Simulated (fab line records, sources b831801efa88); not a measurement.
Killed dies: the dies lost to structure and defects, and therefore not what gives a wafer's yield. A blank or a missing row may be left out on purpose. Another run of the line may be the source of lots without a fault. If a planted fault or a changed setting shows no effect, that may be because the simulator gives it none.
fab line records	flow gf180mcu
record: lots: 24	wafers: 72	lastDay: 34
route steps=602 shown V2@406 V3@443 V4@498 TOP_METAL@584
lots with no fault: from the same line, run without faults
startH: hours from the record's opening day to when the first of the lot's shown wafers began	waitH: hours since the lot's step before	" the same as in the row above	L1.1+2: several wafers, shown together as one row	- value missing, or start not given	* or withheld: withheld	< > ~ a bound
route shown NAME@n: names a module that has steps shown in the file, with the first one's number in the route	usual: mean/standard deviation of fault-free wafers	same: alike in all rows	chamber/n: place in a boat	sites: each site's reading	_std_site: their standard deviation	_edge_site: outer sites' mean less inner sites'	radiusMm: how far each site lies from the wafer's centre	mask NAME#n: copy n	behind: the last tool/chamber to shape the wafer	hold: the reason the lot was held/the length of the hold in hours/how it ended	device: the n, p or np transistor that did not switch	end of line: the route-end tests of the same wafers	for a step that has no rows: nothing shown but its recipe	killed: dies that structure and defects cost at the first sort, which is not the same as the wafer's yield	map: the dies of a wafer, with x for killed, . for not killed, _ for no die there
set.NAME: the setting as run; set.NAME@STEP: as run at that earlier step	model.NAME: the simulator's own value behind a step, which no gauge read
a sample of lots followed through the steps of the route, with each step as a table and each wafer as a row
services: the hour from which a tool's chamber was out of use, counted from the record's first day as startH (under 0 if before that day), plus the number of hours and why
== steps ==
step: GF_V2_RS_MEAS_24
recipe: thkMeasGauge: four-point-probe	reads: W_of_V2_CVD_23+TiN_of_V2_SPUTTER_22+Ti_of_V2_SPUTTER_21
usual: V2_W_RS: 0.326/0.0038
lot.wafer	tool	chamber	startH	waitH	V2_W_RS[ohm/sq]
L074.1	filmMetro-03	-	466.53	0.1	0.324
L074.5	"	-	"	"	0.329
L074.6	"	-	"	"	0.319
L075.1	filmMetro-03	-	479.95	0.1	0.324
L075.2	"	-	"	"	0.330
L075.5	"	-	"	"	0.324
L076.1	filmMetro-03	-	484.42	0.1	0.328
L076.3	"	-	"	"	0.327
L076.5	"	-	"	"	0.324
L077.2	filmMetro-03	-	496.69	0.1	0.318
L077.3	"	-	"	"	0.322
L077.6	"	-	"	"	0.319
L078.1	filmMetro-03	-	504.81	0.1	0.322
L078.3	"	-	"	"	0.328
L078.6	"	-	"	"	0.325
L079.1	filmMetro-04	-	511.09	0.1	0.328
L079.2	"	-	"	"	0.325
L079.6	"	-	"	"	0.326
L080.1	filmMetro-04	-	520.29	0.1	0.327
L080.5	"	-	"	"	0.326
L080.6	"	-	"	"	0.324
L081.2	filmMetro-04	-	538.79	0.1	0.326
L081.4	"	-	"	"	0.329
L081.5	"	-	"	"	0.328
L082.1	filmMetro-03	-	543.29	0.1	0.325
L082.4	"	-	"	"	0.328
L082.6	"	-	"	"	0.327
L083.2	filmMetro-03	-	552.48	0.1	0.324
L083.3	"	-	"	"	0.337
L083.6	"	-	"	"	0.320
L084.1	filmMetro-01	-	556.25	0.2	0.323
L084.3	"	-	"	"	0.318
L084.6	"	-	"	"	0.323
L085.3	filmMetro-04	-	565.81	0.1	0.334
L085.5	"	-	"	"	0.329
L085.6	"	-	"	"	0.332
L086.1	filmMetro-01	-	569.75	0.1	0.327
L086.3	"	-	"	"	0.329
L086.6	"	-	"	"	0.330
L087.1	filmMetro-03	-	578.55	0.1	0.322
L087.3	"	-	"	"	0.330
L087.4	"	-	"	"	0.323
L088.2	filmMetro-01	-	587.36	0.1	0.326
L088.3	"	-	"	"	0.323
L088.6	"	-	"	"	0.327
L089.1	filmMetro-04	-	595.56	0.1	0.327
L089.4	"	-	"	"	0.323
L089.5	"	-	"	"	0.325
L090.1	filmMetro-03	-	604.23	0.1	0.327
L090.2	"	-	"	"	0.322
L090.6	"	-	"	"	0.327
L091.3	filmMetro-04	-	608.05	0.1	0.328
L091.5	"	-	"	"	0.326
L091.6	"	-	"	"	0.323
L092.1	filmMetro-04	-	626.33	0.1	0.333
L092.2	"	-	"	"	0.327
L092.6	"	-	"	"	0.325
L093.2	filmMetro-03	-	626.73	0.1	0.324
L093.5	"	-	"	"	0.331
L093.6	"	-	"	"	0.319
L094.3	filmMetro-01	-	631.89	0.1	0.325
L094.4	"	-	"	"	0.330
L094.6	"	-	"	"	0.330
L096.1	filmMetro-03	-	643.96	0.1	0.325
L096.4	"	-	"	"	0.325
L096.5	"	-	"	"	0.330
L095.2	filmMetro-03	-	647.86	0.1	0.329
L095.3	"	-	"	"	0.320
L095.6	"	-	"	"	0.325
L097.1	filmMetro-01	-	653.61	0.1	0.327
L097.4	"	-	"	"	0.327
L097.6	"	-	"	"	0.327
step: GF_V3_CD_MEAS_14
recipe: targetCdNm: 260
usual: cdNm: 259.6/1.5
lot.wafer	tool	chamber	startH	waitH	cdNm
L074.1	cdSem-02	-	515.36	0.1	259.4
L074.5	"	-	"	"	259.8
L074.6	"	-	"	"	259.1
L075.1	cdSem-01	-	529.46	0.1	260.3
L075.2	"	-	"	"	260.4
L075.5	"	-	"	"	259.7
L076.1	cdSem-01	-	532.96	0.1	260.5
L076.3	"	-	"	"	258.4
L076.5	"	-	"	"	259.9
L077.2	cdSem-01	-	544.88	0.1	259.3
L077.3	"	-	"	"	259.9
L077.6	"	-	"	"	260.3
L078.1	cdSem-01	-	551.78	0.1	262.3
L078.3	"	-	"	"	262.7
L078.6	"	-	"	"	262.8
L079.1	cdSem-02	-	559.23	0.1	258.1
L079.2	"	-	"	"	257.8
L079.6	"	-	"	"	259.1
L080.1	cdSem-01	-	566.46	0.1	259.3
L080.5	"	-	"	"	259.9
L080.6	"	-	"	"	259.6
L081.2	cdSem-01	-	585.30	0.1	259.0
L081.4	"	-	"	"	259.2
L081.5	"	-	"	"	259.8
L082.1	cdSem-01	-	589.06	0.1	260.4
L082.4	"	-	"	"	258.8
L082.6	"	-	"	"	259.2
L083.2	cdSem-01	-	597.38	0.1	260.5
L083.3	"	-	"	"	260.8
L083.6	"	-	"	"	260.7
L084.1	cdSem-01	-	601.08	0.1	262.5
L084.3	"	-	"	"	261.0
L084.6	"	-	"	"	261.4
L085.3	cdSem-01	-	611.62	0.1	262.4
L085.5	"	-	"	"	261.8
L085.6	"	-	"	"	261.8
L086.1	cdSem-02	-	615.01	0.1	260.9
L086.3	"	-	"	"	261.3
L086.6	"	-	"	"	261.9
L087.1	cdSem-02	-	622.90	0.1	261.3
L087.3	"	-	"	"	260.8
L087.4	"	-	"	"	261.2
L088.2	cdSem-01	-	632.30	0.1	257.6
L088.3	"	-	"	"	258.1
L088.6	"	-	"	"	257.4
L089.1	cdSem-01	-	639.10	0.1	258.7
L089.4	"	-	"	"	258.9
L089.5	"	-	"	"	257.9
L090.1	cdSem-01	-	647.51	0.1	254.5
L090.2	"	-	"	"	255.9
L090.6	"	-	"	"	255.7
L091.3	cdSem-02	-	650.75	0.1	258.8
L091.5	"	-	"	"	258.9
L091.6	"	-	"	"	258.5
L092.1	cdSem-02	-	667.80	0.1	258.2
L092.2	"	-	"	"	257.6
L092.6	"	-	"	"	259.5
L093.2	cdSem-01	-	668.83	0.1	258.6
L093.5	"	-	"	"	259.8
L093.6	"	-	"	"	259.2
L094.3	cdSem-02	-	672.77	0.1	259.7
L094.4	"	-	"	"	260.5
L094.6	"	-	"	"	260.2
L096.1	cdSem-02	-	683.90	0.1	259.2
L096.4	"	-	"	"	259.4
L096.5	"	-	"	"	258.8
L095.2	cdSem-01	-	687.95	0.1	258.8
L095.3	"	-	"	"	258.9
L095.6	"	-	"	"	259.5
L097.1	cdSem-01	-	693.35	0.1	258.8
L097.4	"	-	"	"	259.4
L097.6	"	-	"	"	259.3
step: GF_V3_ETCH_16
recipe: chemistry: N2/H2	targetDepthA: withheld	overetchA: withheld	timeS: withheld	target: BARC	ionEnergyEv: 200	sourceW: 500	biasW: 100	pressureMtorr: 30	n2FlowSccm: 100	h2FlowSccm: 200
usual: drypumpMotorCurrentA: 5.7/0.4	h2FlowSccm: 200.0/0.66	oesProductAu: 0.857/0.0049	throttleValvePct: 13.225/0.0092
lot.wafer	tool	chamber	startH	waitH	drypumpMotorCurrentA	h2FlowSccm	oesProductAu	throttleValvePct
L074.1	rieDiel-03	1	515.51	0.0	5.6	199.2	0.864	13.235
L074.5	"	2	"	"	5.6	200.2	0.863	13.216
L074.6	"	3	"	"	5.4	199.4	0.852	13.220
L075.1	rieDiel-01	0	529.62	0.0	5.6	199.5	0.861	13.221
L075.2	"	2	"	"	4.9	199.4	0.859	13.220
L075.5	"	2	"	"	4.9	200.7	0.861	13.218
L076.1	rieDiel-02	1	533.12	0.0	5.7	200.7	0.855	13.224
L076.3	"	2	"	"	6.3	200.1	0.854	13.224
L076.5	"	0	"	"	6.4	199.6	0.850	13.232
L077.2	rieDiel-02	3	545.02	0.0	5.7	201.1	0.856	13.211
L077.3	"	0	"	"	6.3	200.5	0.845	13.219
L077.6	"	3	"	"	5.7	200.0	0.858	13.241
L078.1	rieDiel-01	1	551.93	0.0	6.3	199.9	0.858	13.231
L078.3	"	3	"	"	5.4	198.9	0.854	13.238
L078.6	"	0	"	"	5.6	200.1	0.855	13.248
L079.1	rieDiel-01	0	559.38	0.0	5.6	201.1	0.855	13.230
L079.2	"	2	"	"	4.9	200.0	0.865	13.216
L079.6	"	1	"	"	6.3	201.5	0.853	13.226
L080.1	rieDiel-03	0	566.61	0.0	5.6	200.7	0.864	13.226
L080.5	"	0	"	"	5.5	200.1	0.856	13.225
L080.6	"	3	"	"	5.4	200.5	0.865	13.236
L081.2	rieDiel-01	0	585.43	0.0	5.6	200.3	0.863	13.223
L081.4	"	2	"	"	4.9	200.6	0.855	13.247
L081.5	"	0	"	"	5.6	199.2	0.845	13.224
L082.1	rieDiel-01	0	589.22	0.0	5.6	200.0	0.857	13.225
L082.4	"	1	"	"	6.3	200.3	0.859	13.200
L082.6	"	1	"	"	6.3	199.7	0.862	13.221
L083.2	rieDiel-01	0	597.52	0.0	5.6	200.2	0.845	13.229
L083.3	"	3	"	"	5.4	199.9	0.850	13.234
L083.6	"	3	"	"	5.4	200.0	0.848	13.225
L084.1	rieDiel-02	1	601.23	0.0	5.7	201.0	0.864	13.213
L084.3	"	2	"	"	6.3	200.8	0.853	13.224
L084.6	"	2	"	"	6.3	200.1	0.857	13.217
L085.3	rieDiel-02	2	611.73	0.0	6.3	199.1	0.858	13.229
L085.5	"	1	"	"	5.7	200.4	0.859	13.219
L085.6	"	0	"	"	6.4	200.6	0.863	13.225
L086.1	rieDiel-03	2	615.17	0.0	5.6	199.8	0.852	13.232
L086.3	"	1	"	"	5.6	200.8	0.847	13.225
L086.6	"	1	"	"	5.6	201.0	0.857	13.236
L087.1	rieDiel-03	3	623.06	0.0	5.5	200.1	0.856	13.220
L087.3	"	2	"	"	5.6	199.4	0.863	13.236
L087.4	"	1	"	"	5.6	200.1	0.859	13.227
L088.2	rieDiel-03	3	632.43	0.0	5.4	201.4	0.864	13.222
L088.3	"	2	"	"	5.6	199.3	0.856	13.224
L088.6	"	0	"	"	5.6	199.5	0.862	13.208
L089.1	rieDiel-02	1	639.26	0.0	5.7	198.6	0.850	13.223
L089.4	"	0	"	"	6.3	200.6	0.858	13.224
L089.5	"	2	"	"	6.3	200.5	0.862	13.215
L090.1	rieDiel-03	2	647.66	0.0	5.6	200.2	0.860	13.235
L090.2	"	0	"	"	5.6	199.4	0.859	13.230
L090.6	"	1	"	"	5.6	199.9	0.853	13.221
L091.3	rieDiel-01	1	650.86	0.0	6.3	200.6	0.848	13.233
L091.5	"	3	"	"	5.5	200.7	0.857	13.224
L091.6	"	2	"	"	4.9	198.5	0.860	13.220
L092.1	rieDiel-03	3	667.96	0.0	5.5	199.8	0.859	13.230
L092.2	"	1	"	"	5.6	200.1	0.852	13.228
L092.6	"	0	"	"	5.6	200.7	0.852	13.223
L093.2	rieDiel-01	3	668.96	0.0	5.4	199.2	0.860	13.239
L093.5	"	0	"	"	5.6	199.5	0.859	13.223
L093.6	"	1	"	"	6.3	199.4	0.854	13.208
L094.3	rieDiel-03	0	672.88	0.0	5.6	198.7	0.854	13.223
L094.4	"	2	"	"	5.6	198.8	0.862	13.222
L094.6	"	1	"	"	5.6	200.1	0.854	13.230
L096.1	rieDiel-02	3	684.06	0.0	5.7	199.7	0.854	13.220
L096.4	"	0	"	"	6.4	200.7	0.850	13.238
L096.5	"	3	"	"	5.7	199.7	0.856	13.216
L095.2	rieDiel-03	1	688.08	0.0	5.6	200.6	0.852	13.237
L095.3	"	0	"	"	5.6	199.0	0.855	13.215
L095.6	"	0	"	"	5.6	198.2	0.855	13.219
L097.1	rieDiel-03	3	693.51	0.0	5.5	199.7	0.856	13.223
L097.4	"	0	"	"	5.6	201.0	0.854	13.232
L097.6	"	0	"	"	5.6	200.3	0.855	13.218
step: GF_V4_SPUTTER_22
recipe: material: TiN	targetThkNm: 10	chamberPressurePa: 5	powerW: 4000	timeS: 40
usual: throttleValvePct: 30.3/1.1
lot.wafer	tool	chamber	startH	waitH	throttleValvePct
L074.1	pvdSputter-02	-	564.67	0.0	31.2
L074.5	"	-	"	"	31.2
L074.6	"	-	"	"	32.9
L075.1	pvdSputter-02	-	577.94	0.0	31.5
L075.2	"	-	"	"	32.8
L075.5	"	-	"	"	31.0
L076.1	pvdSputter-04	-	582.01	0.0	30.8
L076.3	"	-	"	"	29.9
L076.5	"	-	"	"	29.0
L077.2	pvdSputter-03	-	592.12	0.0	30.0
L077.3	"	-	"	"	29.8
L077.6	"	-	"	"	30.0
L078.1	pvdSputter-04	-	600.11	0.0	29.8
L078.3	"	-	"	"	30.8
L078.6	"	-	"	"	30.1
L079.1	pvdSputter-02	-	606.81	0.0	31.2
L079.2	"	-	"	"	30.7
L079.6	"	-	"	"	30.6
L080.1	pvdSputter-04	-	614.06	0.0	29.0
L080.5	"	-	"	"	30.9
L080.6	"	-	"	"	28.9
L081.2	pvdSputter-03	-	630.49	0.0	29.7
L081.4	"	-	"	"	29.6
L081.5	"	-	"	"	29.8
L082.1	pvdSputter-03	-	634.11	0.0	28.8
L082.4	"	-	"	"	29.8
L082.6	"	-	"	"	30.0
L083.2	pvdSputter-04	-	642.41	0.0	30.0
L083.3	"	-	"	"	30.0
L083.6	"	-	"	"	31.0
L084.1	pvdSputter-03	-	646.14	0.0	29.6
L084.3	"	-	"	"	29.8
L084.6	"	-	"	"	29.3
L085.3	pvdSputter-04	-	656.11	0.0	29.1
L085.5	"	-	"	"	29.9
L085.6	"	-	"	"	29.8
L086.1	pvdSputter-02	-	659.01	0.0	30.8
L086.3	"	-	"	"	33.1
L086.6	"	-	"	"	30.8
L087.1	pvdSputter-02	-	666.31	0.0	31.3
L087.3	"	-	"	"	32.7
L087.4	"	-	"	"	30.6
L088.2	pvdSputter-02	-	678.01	0.0	30.5
L088.3	"	-	"	"	31.0
L088.6	"	-	"	"	32.6
L089.1	pvdSputter-04	-	682.51	0.0	30.0
L089.4	"	-	"	"	31.0
L089.5	"	-	"	"	28.9
L090.1	pvdSputter-03	-	690.69	0.0	28.9
L090.2	"	-	"	"	29.8
L090.6	"	-	"	"	29.8
L091.3	pvdSputter-04	-	692.54	0.0	29.8
L091.5	"	-	"	"	29.0
L091.6	"	-	"	"	31.0
L092.1	pvdSputter-03	-	709.96	0.0	29.8
L092.2	"	-	"	"	30.1
L092.6	"	-	"	"	30.2
L093.2	pvdSputter-03	-	710.87	0.0	30.0
L093.5	"	-	"	"	29.6
L093.6	"	-	"	"	29.2
L094.3	pvdSputter-04	-	713.30	0.0	30.0
L094.4	"	-	"	"	31.1
L094.6	"	-	"	"	29.6
L096.1	pvdSputter-02	-	725.11	0.0	31.2
L096.4	"	-	"	"	31.1
L096.5	"	-	"	"	32.4
L095.2	pvdSputter-04	-	727.86	0.0	30.1
L095.3	"	-	"	"	31.1
L095.6	"	-	"	"	30.2
L097.1	pvdSputter-04	-	733.66	0.0	31.0
L097.4	"	-	"	"	29.8
L097.6	"	-	"	"	28.9
step: GF_V4_RS_MEAS_24
recipe: thkMeasGauge: four-point-probe	reads: W_of_V4_CVD_23+TiN_of_V4_SPUTTER_22+Ti_of_V4_SPUTTER_21
usual: V4_W_RS: 0.328/0.0043
lot.wafer	tool	chamber	startH	waitH	V4_W_RS[ohm/sq]
L074.1	filmMetro-04	-	564.82	0.1	0.333
L074.5	"	-	"	"	0.331
L074.6	"	-	"	"	0.335
L075.1	filmMetro-03	-	578.09	0.1	0.329
L075.2	"	-	"	"	0.328
L075.5	"	-	"	"	0.329
L076.1	filmMetro-01	-	582.16	0.1	0.331
L076.3	"	-	"	"	0.337
L076.5	"	-	"	"	0.336
L077.2	filmMetro-03	-	592.29	0.1	0.333
L077.3	"	-	"	"	0.325
L077.6	"	-	"	"	0.333
L078.1	filmMetro-01	-	600.26	0.1	0.327
L078.3	"	-	"	"	0.329
L078.6	"	-	"	"	0.329
L079.1	filmMetro-03	-	606.96	0.1	0.322
L079.2	"	-	"	"	0.329
L079.6	"	-	"	"	0.323
L080.1	filmMetro-01	-	614.21	0.1	0.332
L080.5	"	-	"	"	0.327
L080.6	"	-	"	"	0.328
L081.2	filmMetro-03	-	630.66	0.1	0.326
L081.4	"	-	"	"	0.332
L081.5	"	-	"	"	0.322
L082.1	filmMetro-03	-	634.26	0.1	0.326
L082.4	"	-	"	"	0.328
L082.6	"	-	"	"	0.329
L083.2	filmMetro-03	-	642.58	0.1	0.329
L083.3	"	-	"	"	0.328
L083.6	"	-	"	"	0.329
L084.1	filmMetro-04	-	646.29	0.1	0.319
L084.3	"	-	"	"	0.329
L084.6	"	-	"	"	0.329
L085.3	filmMetro-04	-	656.30	0.1	0.331
L085.5	"	-	"	"	0.332
L085.6	"	-	"	"	0.331
L086.1	filmMetro-04	-	659.16	0.1	0.323
L086.3	"	-	"	"	0.321
L086.6	"	-	"	"	0.331
L087.1	filmMetro-01	-	666.46	0.1	0.324
L087.3	"	-	"	"	0.320
L087.4	"	-	"	"	0.332
L088.2	filmMetro-03	-	678.18	0.1	0.327
L088.3	"	-	"	"	0.326
L088.6	"	-	"	"	0.327
L089.1	filmMetro-03	-	682.66	0.1	0.328
L089.4	"	-	"	"	0.331
L089.5	"	-	"	"	0.331
L090.1	filmMetro-01	-	690.84	0.1	0.328
L090.2	"	-	"	"	0.320
L090.6	"	-	"	"	0.323
L091.3	filmMetro-03	-	692.73	0.1	0.322
L091.5	"	-	"	"	0.331
L091.6	"	-	"	"	0.321
L092.1	filmMetro-01	-	710.11	0.1	0.333
L092.2	"	-	"	"	0.329
L092.6	"	-	"	"	0.330
L093.2	filmMetro-03	-	711.04	0.1	0.330
L093.5	"	-	"	"	0.326
L093.6	"	-	"	"	0.330
L094.3	filmMetro-03	-	713.49	0.1	0.333
L094.4	"	-	"	"	0.323
L094.6	"	-	"	"	0.332
L096.1	filmMetro-04	-	725.26	0.1	0.324
L096.4	"	-	"	"	0.332
L096.5	"	-	"	"	0.335
L095.2	filmMetro-01	-	728.03	0.1	0.334
L095.3	"	-	"	"	0.331
L095.6	"	-	"	"	0.323
L097.1	filmMetro-04	-	733.81	0.1	0.324
L097.4	"	-	"	"	0.323
L097.6	"	-	"	"	0.324
step: GF_TOP_METAL_STRIP_17
recipe: chemistry: O2/N2	powerW: 1400	pressureMtorr: 1500	platenTempC: 250	o2FlowSccm: 3000	n2FlowSccm: 300	overashFraction: 0.5
usual: drypumpMotorCurrentA: 5.80/0.21	heaterPowerW: 348/16	oesProductAu: 0.710/0.0044	stripTimeToEndpointS: 13.48/0.093
lot.wafer	tool	chamber	startH	waitH	drypumpMotorCurrentA	heaterPowerW	oesProductAu	rfHoursCounterH	stripTimeToEndpointS
L074.1	plasmaAsher-04	0	653.49	0.1	5.95	356	0.707	91	13.57
L074.5	"	0	"	"	5.94	355	0.711	-	13.65
L074.6	"	1	"	"	5.46	366	0.710	-	13.46
L075.1	plasmaAsher-02	1	663.98	0.3	6.14	365	0.703	52	13.32
L075.2	"	0	"	"	5.79	328	0.704	52	13.42
L075.5	"	0	"	"	5.79	325	0.709	-	13.40
L076.1	plasmaAsher-04	1	669.56	0.1	5.44	351	0.710	92	13.33
L076.3	"	1	"	"	5.51	356	0.711	-	13.46
L076.5	"	1	"	"	5.48	357	0.704	-	13.30
L077.2	plasmaAsher-03	1	679.11	0.1	5.61	327	0.714	27	13.39
L077.3	"	1	"	"	5.62	322	0.711	-	13.49
L077.6	"	0	"	"	5.83	353	0.714	-	13.45
L078.1	plasmaAsher-02	1	683.38	0.1	6.12	368	0.716	54	13.47
L078.3	"	0	"	"	5.80	328	0.708	-	13.46
L078.6	"	1	"	"	6.11	364	0.713	-	13.34
L079.1	plasmaAsher-04	1	690.99	0.1	5.46	367	0.712	95	13.54
L079.2	"	0	"	"	5.95	356	0.709	95	13.51
L079.6	"	0	"	"	5.96	363	0.714	-	13.49
L080.1	plasmaAsher-04	0	697.71	0.1	5.97	359	0.716	95	13.47
L080.5	"	1	"	"	5.49	368	0.708	-	13.68
L080.6	"	0	"	"	5.96	354	0.711	-	13.44
L081.2	plasmaAsher-02	0	711.99	0.2	5.81	328	0.703	57	13.66
L081.4	"	1	"	"	6.13	348	0.707	-	13.64
L081.5	"	1	"	"	6.15	364	0.709	-	13.65
L082.1	plasmaAsher-04	0	715.34	0.3	5.95	351	0.702	97	13.52
L082.4	"	0	"	"	5.96	363	0.716	-	13.55
L082.6	"	0	"	"	5.94	353	0.704	-	13.47
L083.2	plasmaAsher-02	0	723.19	0.1	5.80	337	0.712	58	13.51
L083.3	"	1	"	"	6.12	354	0.715	-	13.55
L083.6	"	0	"	"	5.80	324	0.717	-	13.47
L084.1	plasmaAsher-04	0	725.49	0.1	5.95	360	0.709	98	13.32
L084.3	"	0	"	"	5.95	360	0.709	-	13.52
L084.6	"	1	"	"	5.47	365	0.717	-	13.41
L085.3	plasmaAsher-02	1	735.59	0.1	6.13	358	0.708	-	13.60
L085.5	"	1	"	"	6.13	364	0.709	-	13.61
L085.6	"	0	"	"	5.81	326	0.712	-	13.47
L086.1	plasmaAsher-03	1	738.19	0.1	5.63	325	0.704	33	13.36
L086.3	"	0	"	"	5.81	351	0.707	-	13.53
L086.6	"	0	"	"	5.83	348	0.713	-	13.56
L087.1	plasmaAsher-02	1	744.49	0.1	6.13	362	0.710	60	13.39
L087.3	"	0	"	"	5.79	333	0.707	-	13.38
L087.4	"	1	"	"	6.07	368	0.716	-	13.39
L088.2	plasmaAsher-04	1	755.21	0.1	5.50	361	0.710	102	13.49
L088.3	"	0	"	"	5.95	354	0.710	-	13.51
L088.6	"	1	"	"	5.51	372	0.715	-	13.51
L089.1	plasmaAsher-03	1	759.06	0.1	5.61	329	0.713	36	13.52
L089.4	"	0	"	"	5.80	346	0.715	-	13.36
L089.5	"	0	"	"	5.85	352	0.705	-	13.40
L090.1	plasmaAsher-03	0	766.01	0.1	5.86	348	0.709	36	13.39
L090.2	"	1	"	"	5.66	319	0.704	36	13.41
L090.6	"	0	"	"	5.81	353	0.714	-	13.45
L091.3	plasmaAsher-03	1	767.59	0.1	5.61	329	0.716	-	13.51
L091.5	"	0	"	"	5.82	344	0.712	-	13.45
L091.6	"	1	"	"	5.67	330	0.701	-	13.43
L092.1	plasmaAsher-04	0	781.51	0.1	5.97	365	0.712	104	13.45
L092.2	"	1	"	"	5.46	358	0.710	104	13.28
L092.6	"	1	"	"	5.44	373	0.712	-	13.36
L093.2	plasmaAsher-03	0	782.41	0.1	5.78	339	0.711	38	13.43
L093.5	"	1	"	"	5.64	324	0.709	-	13.43
L093.6	"	0	"	"	5.78	347	0.708	-	13.64
L094.3	plasmaAsher-03	0	785.59	0.1	5.80	342	0.713	-	13.46
L094.4	"	1	"	"	5.58	330	0.706	-	13.41
L094.6	"	0	"	"	5.81	349	0.716	-	13.49
L096.1	plasmaAsher-02	0	796.66	0.1	5.79	317	0.716	66	13.38
L096.4	"	1	"	"	6.09	356	0.708	-	13.42
L096.5	"	1	"	"	6.08	362	0.712	-	13.44
L095.2	plasmaAsher-02	0	797.39	0.1	5.80	327	0.711	66	13.48
L095.3	"	0	"	"	5.81	326	0.713	-	13.53
L095.6	"	1	"	"	6.13	362	0.705	-	13.57
L097.1	plasmaAsher-04	0	803.21	0.1	5.94	361	0.715	106	13.65
L097.4	"	0	"	"	5.96	352	0.700	-	13.44
L097.6	"	1	"	"	5.50	355	0.712	-	13.62
== services ==
tool	chamber	startH	hours	kind
plasmaAsher-02	-	507.46	2.6	repair
plasmaAsher-03	-	516.70	5.3	repair
rieDiel-01	-	525.92	0.3	repair
plasmaAsher-03	-	533.98	9.4	repair
pvdSputter-02	-	557.46	0.6	repair
pvdSputter-03	-	585.05	1.3	repair
plasmaAsher-04	-	611.03	5.8	repair
pvdSputter-04	-	615.35	2.1	repair
rieDiel-01	3	635.64	2.7	repair
plasmaAsher-04	-	636.28	16.2	repair
rieDiel-03	-	641.57	2.8	pm
rieDiel-01	0	643.62	9.7	repair
plasmaAsher-04	-	655.09	2.8	pm
pvdSputter-02	-	666.39	6.1	repair
plasmaAsher-02	-	674.67	1.7	repair
pvdSputter-03	-	683.27	4.5	repair
pvdSputter-04	-	688.97	2.9	repair
rieDiel-01	-	698.46	29.3	repair
rieDiel-03	3	728.10	1.2	repair
pvdSputter-03	-	736.88	24.7	repair
rieDiel-01	0	736.92	32.1	repair
plasmaAsher-04	-	743.74	2.5	repair
rieDiel-01	2	744.66	2.9	repair
plasmaAsher-04	-	782.06	8.4	repair
== key ==
fault none
